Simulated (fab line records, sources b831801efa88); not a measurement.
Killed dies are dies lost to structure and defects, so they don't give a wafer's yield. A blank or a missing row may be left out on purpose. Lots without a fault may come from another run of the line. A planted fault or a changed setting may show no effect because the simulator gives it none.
One fault seen from 2 desks | flow gf180mcu | each desk has only its own numbers; what lay behind them comes last

THE METROLOGY DESK
What the gauges read, lot by lot, whatever tool the lot ran on: means of the sampled wafers that have a number. A lot is out of limits, marked OUT, if its mean lies more than 4 standard deviations from the usual mean; the brackets give that distance.
Columns: A = cd_nm at GF_STI_CD_MEAS_12, usual 220.4 nm; B = NWELL_OVL at GF_NWELL_OVL_MEAS_07, usual 0.4 nm; C = VT_IMPLANT_4_TW at GF_VT_IMPLANT_TW_MEAS_43, usual 692; D = DUAL_GATE_OVL at GF_DUAL_GATE_OVL_MEAS_11, usual -0.2 nm
lot  | first seen here | A     | B    | C              | D
L544 | day 2 01:29     | 221.5 | 0.3  | 689            | -0.7
L546 | day 2 13:10     | 220.5 | -0.1 | 692            | -0.1
L548 | day 2 22:58     | 218.4 | -1.5 | 693            | 0.5
L550 | day 3 07:50     | 221.0 | 0.3  | 698            | 0.8
L551 | day 3 13:11     | 219.4 | 1.6  | 692            | -1.4
L552 | day 3 18:13     | 219.5 | -0.6 | 694            | 0.6
L553 | day 4 01:01     | 219.2 | 0.8  | 697            | 0.7
L554 | day 4 05:26     | 219.2 | 1.7  | 694            | -0.7
L555 | day 4 11:07     | 219.9 | 0.5  | 659 (-8.2) OUT | -1.1
L556 | day 4 15:25     | 222.7 | 1.9  | 659 (-8.2) OUT | -0.4
L557 | day 5 01:09     | 218.5 | 2.3  | 660 (-8.0) OUT | -0.4
L564 | day 6 10:30     | 220.0 | 0.6  | 697            | -2.4
L565 | day 6 14:40     | 221.4 | 0.7  | 685            | -0.3
L566 | day 6 19:56     | 219.6 | -1.3 | 695            | 0.6
L567 | day 6 23:07     | 222.4 | 0.6  | 685            | -0.1
This desk's finding: out of limits on L555, L556, L557; first on L556, day 11 02:05 (VT_IMPLANT_4_TW at GF_VT_IMPLANT_TW_MEAS_43). In limits: L544, L546, L548, L550, L551, L552, L553, L554, L564, L565, L566, L567.

THE TOOL OWNER'S DESK: implanter-03
The tool's own readings at GF_VT_IMPLANT_IMPLANT_41: means of the sampled wafers that have a number, for each lot that ran on this tool. A lot is out of limits, marked OUT, if its mean lies more than 4 standard deviations from the usual mean; the brackets give that distance.
Columns: A = beam_energy_keV at GF_VT_IMPLANT_IMPLANT_41, usual 70.004
lot  | first seen here | A
L544 | day 7 11:53     | 70.025
L548 | day 8 14:26     | 70.015
L552 | day 10 03:02    | 69.978
L554 | day 10 19:17    | 70.017
L556 | day 11 01:52    | 58.734 (-99 or more) OUT
L555 | day 11 03:03    | 58.730 (-99 or more) OUT
L557 | day 11 12:06    | 58.719 (-99 or more) OUT
This desk's finding: out of limits on L555, L556, L557; first on L556, day 11 01:52 (beam_energy_keV at GF_VT_IMPLANT_IMPLANT_41). In limits: L544, L548, L552, L554.

PUT TOGETHER
The tool owner's desk could have raised an alarm at day 11 01:52, on L555, L556, L557.
The metrology desk could have raised an alarm at day 11 02:05, on L555, L556, L557.
Of the lots named, all ran GF_VT_IMPLANT_IMPLANT_41 on implanter-03.

WHAT THE SIMULATOR HAD PUT IN
Process parameter drift: implanter-03, from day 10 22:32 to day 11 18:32, at GF_VT_IMPLANT_IMPLANT_41. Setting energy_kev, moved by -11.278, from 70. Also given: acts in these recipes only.
Lots struck among those shown: L555, L556, L557.
Hours from the fault's start to each desk's first reading out of limits: the tool owner's desk, 3; the metrology desk, 4.
